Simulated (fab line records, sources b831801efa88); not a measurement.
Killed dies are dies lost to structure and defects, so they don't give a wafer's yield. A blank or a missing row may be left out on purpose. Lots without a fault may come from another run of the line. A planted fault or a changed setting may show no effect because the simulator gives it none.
A struck lot beside a sound one | flow sky130 | 15 steps out of a route of 708
Sound: wafers L275.1, L275.2, L275.3. Struck: wafers L277.3, L277.4, L277.5. The cause comes at the end.
At each step with rows: each side's tool, then ch and its chambers, then its first start. Under that, the readings that differ: sound wafers | struck wafers | difference of the means | sigmas: that difference in standard deviations of wafers without a fault.
alike: readings whose means differ by less than 2 such deviations, and words and numbers that are the same on both sides. not compared: withheld readings, readings that some wafer has no value for, bounds like >300 that may hide the same value, and numbers for which the record gives no deviation and whose values overlap.
The two part at a step that has a row with sigmas, a row that says differs or no value, or rows on one side only. Numbers that don't overlap but have no deviation are shown without sigmas and don't part them. A reading that every wafer of one side lacks parts them only if that side has two wafers or more.

first, 4 steps without rows for these wafers: SKY_CONTACT_STRIP_19 (strips in O2/N2); SKY_CONTACT_STRIP_20 (strips in post etch residue remover, time 1200 s); SKY_CONTACT_CLEAN_21 (cleans in IPA, time 180 s); SKY_CONTACT_CLEAN_22 (cleans in O3/DIW).
SKY_CONTACT_SPUTTER_23: material TiN, target thk 20 nm, time 80 s.
  sound on pvd_sputter-02, day 35 00:17; struck on pvd_sputter-03, day 36 03:01
  alike: chamber_pressure_pa, throttle_valve_pct
SKY_CONTACT_CVD_24: deposits W, target thk 340 nm, time 102.12 s.
  sound on cvd_w-01 ch 0,1, day 35 00:20; struck on cvd_w-02 ch 0, day 36 03:09
  alike: heater_power_w
SKY_CONTACT_RS_MEAS_25: measures by four-point-probe.
  sound on film_metro-03, day 35 00:27; struck on film_metro-01, day 36 03:20
  alike: CONTACT_W_RS
SKY_CONTACT_THK_MEAS_26: measures by xrf.
  sound on film_metro-03, day 35 00:34; struck on film_metro-01, day 36 03:26
  alike: CONTACT_W_THK
then, 2 steps without rows for these wafers: SKY_CONTACT_CMP_27 (polishes, stops on SiO2, t overpolish 15.41 s, target thk 0 nm); SKY_METAL1_SPUTTER_00 (material Ti, target thk 15 nm, time 10 s).
SKY_METAL1_SPUTTER_01: material TiN, target thk 20 nm, time 16.7 s.
  sound on pvd_sputter-04, day 35 00:58; struck on pvd_sputter-04, day 36 03:47
  alike: chamber_pressure_pa, throttle_valve_pct
SKY_METAL1_SPUTTER_02: material AlCu, target thk 250 nm, time 13.3 s.
  sound on pvd_sputter-04, day 35 00:59; struck on pvd_sputter-04, day 36 03:49
  alike: chamber_pressure_pa, throttle_valve_pct
SKY_METAL1_SPUTTER_03: material Ti, target thk 5 nm, time 3.3 s.
  sound on pvd_sputter-04, day 35 01:01; struck on pvd_sputter-04, day 36 03:50
  reading                  | sound                | struck               | difference | sigmas
  chamber_pressure_pa (Pa) | 0.4002 0.4012 0.4000 | 0.4597 0.4598 0.4594 | +0.0592    | +70
  alike: throttle_valve_pct
SKY_METAL1_SPUTTER_04: material TiN, target thk 70 nm, time 58.3 s.
  sound on pvd_sputter-04, day 35 01:01; struck on pvd_sputter-04, day 36 03:52
  alike: chamber_pressure_pa, throttle_valve_pct
-- the record jumps here: 13 days lie between the struck wafers' starts before and after (it left off in module METAL1 and takes up again in module PAD_OPEN, whose first step shown is number 708 of the route) --
SKY_PAD_OPEN_PROBE_99:
  sound on prober-02, day 48 08:19; struck on prober-02, day 49 04:31
  alike: defect_limited_yield, killed_at_M0_to_M3, killed_at_M4_up, killed_at_contacts, killed_at_front_end, killed_at_other, killed_dies, killed_open, killed_short, sort_bin_3_pad_short, sort_bin_5_function, sort_bin_6_memory, sort_n_pass, sort_yield_pct

WHERE THEY PART
Only at SKY_METAL1_SPUTTER_03, within this record. Later steps at which nothing parts them and some readings are alike: SKY_METAL1_SPUTTER_04, SKY_PAD_OPEN_PROBE_99.

WHY: what the simulator had put in
Process parameter drift: pvd_sputter-04, from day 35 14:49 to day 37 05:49, at SKY_METAL1_SPUTTER_03. Setting chamber_pressure_pa, moved by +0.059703, from 0.4. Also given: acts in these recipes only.
